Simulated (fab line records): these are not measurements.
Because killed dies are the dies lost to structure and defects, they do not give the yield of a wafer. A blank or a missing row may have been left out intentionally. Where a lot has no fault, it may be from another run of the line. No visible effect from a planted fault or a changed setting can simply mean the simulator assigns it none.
fab line records | flow sky130
[record] lots = 6 wafers = 17 lastDay = 49
route steps=708 shown CONTACT@418 METAL1@434
lots with no fault: from the same line, run without faults
startH: start of the lot's first displayed wafer, in hours after the record's first day | waitH: hours since the lot's step before | " as in the row above | L1.1+2: a single row standing in for several wafers | - no value, or no start given | * or withheld: withheld | < > ~ a bound
route shown NAME@n: a module of which the file shows steps, and the number in the route of the first | usual: mean and standard deviation over wafers with no fault | same: alike in all rows | chamber/n: place in a boat | sites: each site's reading | _std_site: standard deviation of those values | _edge_site: outer sites' mean less inner sites' | radiusMm: how far each site lies from the wafer's centre | mask NAME#n: copy n | behind: the last tool/chamber to shape the wafer | hold: what put the lot on hold/how long, in hours/how the hold closed | device: whichever transistor did not switch (one of n, p or np) | end of line: the route-end tests of the same wafers | a step without rows: its recipe alone | killed: dies that structure and defects cost at the first sort, which is not the same as the wafer's yield | map: a wafer's dies, marking killed ones x, the rest . and places with no die _
set.NAME: the setting the step ran with; set.NAME@STEP: the setting that earlier step ran with | model.NAME: the simulator's own value behind a step, which no gauge read
lots seen at some steps along the route; tables by step, rows by wafer
services: from which hour (startH, from the record's first day; less than 0 if before it) a tool's chamber was out of use, for how many hours, and why
[[steps]]
[step SKY_CONTACT_PEB_12]
[recipe] pebTempC = withheld pebTimeS = withheld resist = KrF-thick
[step SKY_CONTACT_DEVELOP_13]
[recipe] developTimeS = 60 resist = KrF-thick devTempC = 21
[step SKY_CONTACT_CD_MEAS_14]
[recipe] targetCdNm = 170
[usual] cdNm = 169.6/1.6
// columns lot.wafer tool chamber startH waitH cdNm
L786.2 cdSem-02 - 780.37 - 170.1
L786.6 " - " " 169.5
L789.1 cdSem-01 - 800.25 - 169.4
L789.3 " - " " 169.0
L789.4 " - " " 167.4
L794.1 cdSem-01 - 845.31 - 170.0
L794.3 " - " " 171.0
L794.6 " - " " 169.6
L797.1 cdSem-01 - 864.39 - 167.2
L797.2 " - " " 167.8
L797.3 " - " " 168.5
L798.1 cdSem-02 - 879.50 - 167.1
L798.3 " - " " 168.1
L798.6 " - " " 168.8
L799.1 cdSem-02 - 880.86 - 172.8
L799.4 " - " " 171.5
L799.5 " - " " 172.0
[step SKY_CONTACT_OVL_MEAS_15]
[usual] CONTACT_OVL = -1/5
// columns lot.wafer tool chamber startH waitH CONTACT_OVL[nm]
L786.2 overlay-02 - 780.47 0.1 -3
L786.6 " - " " 7
L789.1 overlay-02 - 800.37 0.1 2
L789.3 " - " " -1
L789.4 " - " " 2
L794.1 overlay-02 - 845.43 0.1 -5
L794.3 " - " " -3
L794.6 " - " " -6
L797.1 overlay-02 - 864.51 0.1 -7
L797.2 " - " " -3
L797.3 " - " " 1
L798.1 overlay-02 - 879.62 0.1 -3
L798.3 " - " " -5
L798.6 " - " " -11
L799.1 overlay-02 - 880.98 0.1 -1
L799.4 " - " " -3
L799.5 " - " " -7
[step SKY_CONTACT_ETCH_16]
[recipe] chemistry = N2/H2 target = BARC ionEnergyEv = 200 sourceW = 500 biasW = 100 pressureMtorr = 30 n2FlowSccm = 100 h2FlowSccm = 200 stopOn = SiO2 timeS = 45.9 targetDepthA = 600
[usual] drypumpMotorCurrentA = 5.9/0.46 oesProductAu = 0.854/0.0045 throttleValvePct = 13.225/0.009
// columns lot.wafer tool chamber startH waitH drypumpMotorCurrentA oesProductAu rfHoursCounterH throttleValvePct
L786.2 rieDiel-04 0 780.50 0.0 6.0 0.862 4 13.219
L786.6 " 0 " " 6.0 0.857 - 13.225
L789.1 rieDiel-04 0 800.40 0.0 6.0 0.856 4 13.233
L789.3 " 2 " " 5.2 0.857 5 13.221
L789.4 " 1 " " 5.7 0.859 5 13.242
L794.1 rieDiel-02 3 845.47 0.0 5.2 0.858 2 13.225
L794.3 " 0 " " 5.7 0.848 0 13.237
L794.6 " 2 " " 5.9 0.855 - 13.215
L797.1 rieDiel-02 0 864.55 0.0 5.7 0.857 1 13.220
L797.2 " 2 " " 5.9 0.849 10 13.235
L797.3 " 3 " " 5.2 0.853 2 13.229
L798.1 rieDiel-04 0 879.65 0.0 6.1 0.849 6 13.247
L798.3 " 3 " " 6.3 0.852 19 13.219
L798.6 " 0 " " 6.0 0.860 - 13.221
L799.1 rieDiel-03 3 881.02 0.0 5.4 0.844 17 13.224
L799.4 " 2 " " 5.6 0.850 15 13.212
L799.5 " 2 " " 5.6 0.851 - 13.238
[step SKY_CONTACT_ETCH_17]
[recipe] target = SiO2 chemistry = C4F8/O2/Ar stopOn = Si3N4 maskMaterial = KrF-thick sourceW = 1500 biasW = 1200 pressureMtorr = 40 c4f8FlowSccm = withheld O2_flow_sccm = 6 Ar_flow_sccm = 300 timeS = withheld targetDepthA = 3400
[usual] oesProductAu = 0.892/0.0046
// columns lot.wafer tool chamber startH waitH oesProductAu
L786.2 rieDiel-04 0 780.55 0.0 0.887
L786.6 " 0 " " 0.895
L789.1 rieDiel-04 0 800.45 0.0 0.890
L789.3 " 2 " " 0.891
L789.4 " 1 " " 0.897
L794.1 rieDiel-02 3 845.51 0.0 0.892
L794.3 " 0 " " 0.885
L794.6 " 2 " " 0.890
L797.1 rieDiel-02 0 864.59 0.0 0.892
L797.2 " 2 " " 0.893
L797.3 " 3 " " 0.899
L798.1 rieDiel-04 0 879.70 0.0 0.898
L798.3 " 3 " " 0.898
L798.6 " 0 " " 0.893
L799.1 rieDiel-03 3 881.06 0.0 0.894
L799.4 " 2 " " 0.899
L799.5 " 2 " " 0.891
[step SKY_CONTACT_ETCH_18]
[recipe] target = Si3N4 chemistry = CHF3/O2 stopOn = TiN sourceW = 600 biasW = 200 pressureMtorr = 40 chf3FlowSccm = 50 O2_flow_sccm = 5 timeS = 39 targetDepthA = 750
[usual] drypumpMotorCurrentA = 5.8/0.46 oesProductAu = 0.855/0.0069 throttleValvePct = 8.792/0.0088
// columns lot.wafer tool chamber startH waitH drypumpMotorCurrentA oesProductAu rfHoursCounterH throttleValvePct
L786.2 rieDiel-04 0 - - 6.0 0.857 4 8.793
L786.6 " 0 " " 6.0 0.858 - 8.801
L789.1 rieDiel-04 0 - - 6.0 0.859 4 8.806
L789.3 " 2 " " 5.2 0.843 5 8.783
L789.4 " 1 " " 5.7 0.860 5 8.791
L794.1 rieDiel-02 3 - - 5.2 0.849 2 8.800
L794.3 " 0 " " 5.7 0.856 0 8.795
L794.6 " 2 " " 5.9 0.865 - 8.800
L797.1 rieDiel-02 0 - - 5.7 0.850 1 8.807
L797.2 " 2 " " 5.9 0.853 10 8.800
L797.3 " 3 " " 5.2 0.869 3 8.808
L798.1 rieDiel-04 0 - - 6.1 0.856 6 8.784
L798.3 " 3 " " 6.3 0.848 19 8.793
L798.6 " 0 " " 6.1 0.852 - 8.784
L799.1 rieDiel-03 3 - - 5.4 0.864 17 8.792
L799.4 " 2 " " 5.6 0.858 15 8.788
L799.5 " 2 " " 5.6 0.860 - 8.798
[step SKY_CONTACT_STRIP_19]
[recipe] chemistry = O2/N2 powerW = 1400 pressureMtorr = 1500 platenTempC = withheld o2FlowSccm = 3000 n2FlowSccm = 300 overashFraction = 0.5
[usual] drypumpMotorCurrentA = 5.7/0.59 oesProductAu = 0.381/0.0048 stripTimeToEndpointS = 3.624/0.029
// columns lot.wafer tool chamber startH waitH drypumpMotorCurrentA oesProductAu rfHoursCounterH stripTimeToEndpointS
L786.2 plasmaAsher-01 0 780.64 - 6.6 0.389 64 3.644
L786.6 " 1 " " 4.9 0.372 - 3.650
L789.1 plasmaAsher-02 0 800.54 - 5.9 0.377 99 3.634
L789.3 " 1 " " 6.2 0.381 - 3.615
L789.4 " 0 " " 5.9 0.384 - 3.634
L794.1 plasmaAsher-04 0 845.60 - 5.3 0.380 10 3.617
L794.3 " 1 " " 5.5 0.380 - 3.610
L794.6 " 1 " " 5.5 0.381 - 3.587
L797.1 plasmaAsher-01 1 864.68 - 5.0 0.372 72 3.550
L797.2 " 0 " " 6.5 0.385 72 3.558
L797.3 " 1 " " 5.0 0.373 - 3.593
L798.1 plasmaAsher-01 1 879.79 - 4.9 0.374 74 3.613
L798.3 " 1 " " 4.9 0.393 - 3.619
L798.6 " 0 " " 6.6 0.378 - 3.631
L799.1 plasmaAsher-01 1 881.15 - 4.9 0.383 74 3.625
L799.4 " 0 " " 6.6 0.376 - 3.646
L799.5 " 0 " " 6.6 0.381 - 3.631
[step SKY_CONTACT_STRIP_20]
[recipe] chemistry = postEtchResidueRemover timeS = 1200 tempC = 72.5
[step SKY_CONTACT_CLEAN_21]
[recipe] chemistry = IPA timeS = 180 tempC = 25
[step SKY_CONTACT_CLEAN_22]
[recipe] chemistry = O3/DIW dry = n2Spin
[step SKY_CONTACT_SPUTTER_23]
[recipe] material = TiN targetThkNm = 20 chamberPressurePa = 5 powerW = 4000 timeS = 80
[step SKY_CONTACT_CVD_24]
[recipe] material = W targetThkNm = 340 timeS = 102.12 tempC = 400 pressureTorr = 40
[usual] heaterPowerW = 906/110
// columns lot.wafer tool chamber startH waitH heaterPowerW model.W_of_CONTACT_CVD_24.thkNm
L786.2 cvdW-01 0 781.29 0.0 1010 347.8
L786.6 " 1 " " 754 234
L789.1 cvdW-01 0 801.19 0.0 1026 349
L789.3 " 0 " " 988 351.7
L789.4 " 1 " " 762 233.4
L794.1 cvdW-02 0 846.26 0.0 999 334.8
L794.3 " 1 " " 835 333.4
L794.6 " 1 " " 822 335.7
L797.1 cvdW-01 1 865.37 0.0 770 339.2
L797.2 " 0 " " 1011 347.5
L797.3 " 1 " " 749 337.3
L798.1 cvdW-01 0 880.44 0.0 994 344.9
L798.3 " 0 " " 1018 348.4
L798.6 " 0 " " 1004 348.6
L799.1 cvdW-02 1 881.80 0.0 829 331.5
L799.4 " 0 " " 1001 334.6
L799.5 " 1 " " 839 333.9
[step SKY_CONTACT_RS_MEAS_25]
[recipe] thkMeasGauge = four-point-probe reads = W_of_CONTACT_CVD_24+TiN_of_CONTACT_SPUTTER_23
[usual] CONTACT_W_RS = 0.338/0.005
// columns lot.wafer tool chamber startH waitH hold CONTACT_W_RS[ohm/sq]
L786.2 filmMetro-01 - 781.42 0.1 awaitDispo/0.2h/release 0.329
L786.6 " - " " awaitDispo/0.2h/release 0.493
L786.2 filmMetro-01 - 781.71 0.3 - 0.329
L786.6 " - " " - 0.493
L789.1 filmMetro-01 - 801.30 0.1 awaitDispo/0.2h/release 0.329
L789.3 " - " " awaitDispo/0.2h/release 0.326
L789.4 " - " " awaitDispo/0.2h/release 0.494
L789.1 filmMetro-01 - 801.58 0.3 - 0.328
L789.3 " - " " - 0.325
L789.4 " - " " - 0.494
L794.1 filmMetro-02 - 846.37 0.1 - 0.343
L794.3 " - " " - 0.343
L794.6 " - " " - 0.341
L797.1 filmMetro-02 - 865.48 0.1 - 0.339
L797.2 " - " " - 0.330
L797.3 " - " " - 0.340
L798.1 filmMetro-01 - 880.55 0.1 - 0.332
L798.3 " - " " - 0.329
L798.6 " - " " - 0.328
L799.1 filmMetro-02 - 881.91 0.1 - 0.346
L799.4 " - " " - 0.343
L799.5 " - " " - 0.344
[step SKY_CONTACT_THK_MEAS_26]
[recipe] thkMeasGauge = xrf reads = W_of_CONTACT_CVD_24
[usual] CONTACT_W_THK = 335/6.1
// columns lot.wafer tool chamber startH waitH hold CONTACT_W_THK[nm]
L786.2 filmMetro-01 - 786.58 4.8 awaitDispo/0.2h/release 346
L786.6 " - " " awaitDispo/0.2h/release 232
L786.2 filmMetro-01 - 786.80 0.2 - 346
L786.6 " - " " - 234
L789.1 filmMetro-01 - 803.16 1.6 awaitDispo/0.2h/release 349
L789.3 " - " " awaitDispo/0.2h/release 352
L789.4 " - " " awaitDispo/0.2h/release 233
L789.1 filmMetro-01 - 803.39 0.2 - 348
L789.3 " - " " - 350
L789.4 " - " " - 232
L794.1 filmMetro-02 - 846.49 0.1 - 329
L794.3 " - " " - 326
L794.6 " - " " - 330
L797.1 filmMetro-02 - 865.60 0.1 - 334
L797.2 " - " " - 341
L797.3 " - " " - 330
L798.1 filmMetro-01 - 880.67 0.1 - 340
L798.3 " - " " - 344
L798.6 " - " " - 344
L799.1 filmMetro-02 - 882.03 0.1 - 326
L799.4 " - " " - 330
L799.5 " - " " - 330
[step SKY_CONTACT_CMP_27]
[recipe] stopOn = SiO2 tOverpolishS = 15 downForcePsi = 3.5 platenRpm = 60 targetThkNm = 0 padVelocityMS = 0.94248
[usual] motorCurrentA = 10.7/1.2 timeToEndpointS = 82.1/2.4
// columns lot.wafer tool chamber startH waitH hold motorCurrentA timeToEndpointS
L786.2 cmp-01 3 790.83 4.0 awaitDispo/3.9h/release 10.0 84.1
L786.6 " 0 " " awaitDispo/3.9h/release 8.5 58.7
L789.4 cmp-02 3 804.88 1.5 awaitDispo/1.4h/release 11.5 57.2
L789.1 " 0 " " awaitDispo/1.4h/release 12.8 83.5
L789.3 " 2 " " awaitDispo/1.4h/release 11.0 88.3
L794.3 cmp-02 3 846.60 0.1 - 11.0 82.1
L794.1 " 1 " " - 10.2 82.6
L794.6 " 2 " " - 10.5 81.4
L797.2 cmp-01 3 865.66 0.0 - 9.8 84.3
L797.1 " 0 " " - 8.9 85.6
L797.3 " 1 " " - 11.8 82.0
L798.1 cmp-02 1 880.73 0.1 - 10.3 83.3
L798.3 " 2 " " - 10.8 85.2
L798.6 " 1 " " - 10.3 83.0
L799.1 cmp-02 1 882.14 0.1 - 9.7 77.4
L799.4 " 2 " " - 10.7 79.4
L799.5 " 0 " " - 13.5 78.9
[step SKY_METAL1_SPUTTER_00]
[recipe] material = Ti targetThkNm = 15 powerW = 3000 timeS = 10 chamberPressurePa = 0.4
[usual] throttleValvePct = 30.1/0.53
// columns lot.wafer tool chamber startH waitH throttleValvePct
L786.2 pvdSputter-02 - 791.13 0.2 30.2
L786.6 " - " " 29.9
L789.1 pvdSputter-03 - 805.18 0.2 30.2
L789.3 " - " " 30.7
L789.4 " - " " 30.9
L794.1 pvdSputter-03 - 846.85 0.1 31.1
L794.3 " - " " 30.9
L794.6 " - " " 30.8
L797.1 pvdSputter-01 - 865.96 0.2 30.5
L797.2 " - " " 30.0
L797.3 " - " " 30.2
L798.1 pvdSputter-01 - 881.03 0.2 29.8
L798.3 " - " " 29.3
L798.6 " - " " 30.2
L799.1 pvdSputter-03 - 882.39 0.2 30.7
L799.4 " - " " 30.7
L799.5 " - " " 29.8
[[services]]
// columns tool chamber startH hours kind
cmp-02 - 766.34 6.1 repair
cmp-02 - 775.04 4.1 repair
rieDiel-02 1 776.63 1.7 repair
rieDiel-02 2 777.34 4.0 repair
cmp-02 - 779.14 6.8 pm
pvdSputter-02 - 782.44 1.5 repair
plasmaAsher-01 - 784.87 1.8 repair
rieDiel-02 3 789.23 - clean
rieDiel-02 - 794.17 4.3 pm
cmp-01 - 795.19 0.7 repair
cmp-01 - 795.73 1.3 repair
pvdSputter-01 - 802.57 3.0 repair
rieDiel-04 - 823.08 2.8 pm
plasmaAsher-02 - 823.26 0.6 repair
pvdSputter-02 - 828.23 4.8 repair
rieDiel-04 0 828.52 2.5 repair
pvdSputter-01 - 829.93 3.7 repair
rieDiel-04 2 835.11 3.0 repair
pvdSputter-02 - 836.78 1.7 repair
pvdSputter-02 - 838.46 6.8 repair
rieDiel-03 2 868.47 3.2 repair
plasmaAsher-02 - 872.13 4.0 repair
rieDiel-04 1 875.24 8.5 repair
plasmaAsher-04 - 876.47 6.3 repair
[[key]]
[firstSign] step = SKY_CONTACT_RS_MEAS_25 reading = visit direction = added
[effect] step = SKY_CONTACT_RS_MEAS_25 reading = CONTACT_W_RS direction = up sigmas = 31 usual = 0.338 struck = 0.493
[effect] step = SKY_CONTACT_THK_MEAS_26 reading = visit direction = added
[effect] step = SKY_CONTACT_THK_MEAS_26 reading = CONTACT_W_THK direction = down sigmas = 17 usual = 335 struck = 232
[effect] step = SKY_CONTACT_CMP_27 reading = timeToEndpointS direction = down sigmas = 10 usual = * struck = *
[modelEffect] step = SKY_CONTACT_CVD_24 value = W_of_CONTACT_CVD_24.thkNm without = 342.1 struck = 233.7
metAt SKY_CONTACT_CVD_24
struckWafers L786.6,L789.4
testerLeftOut L786,L789
[fault] kind = processParameterDrift tool = cvdW-01 chamber = - onsetH = 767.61 steps = SKY_CONTACT_CVD_24 channel = targetThkNm offset = -109.15 shape = step endH = 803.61 scope = struckWafersOnly actsIn = theseRecipesOnly stated = 340
// testerLeftOut: of these lots the tester's yield and bins aren't shown, on N5 and GAA mostly nor the transistor test; their killed dies are dies lost to structure and defects alone, not to doping, threshold or leakage, so they don't give the yield
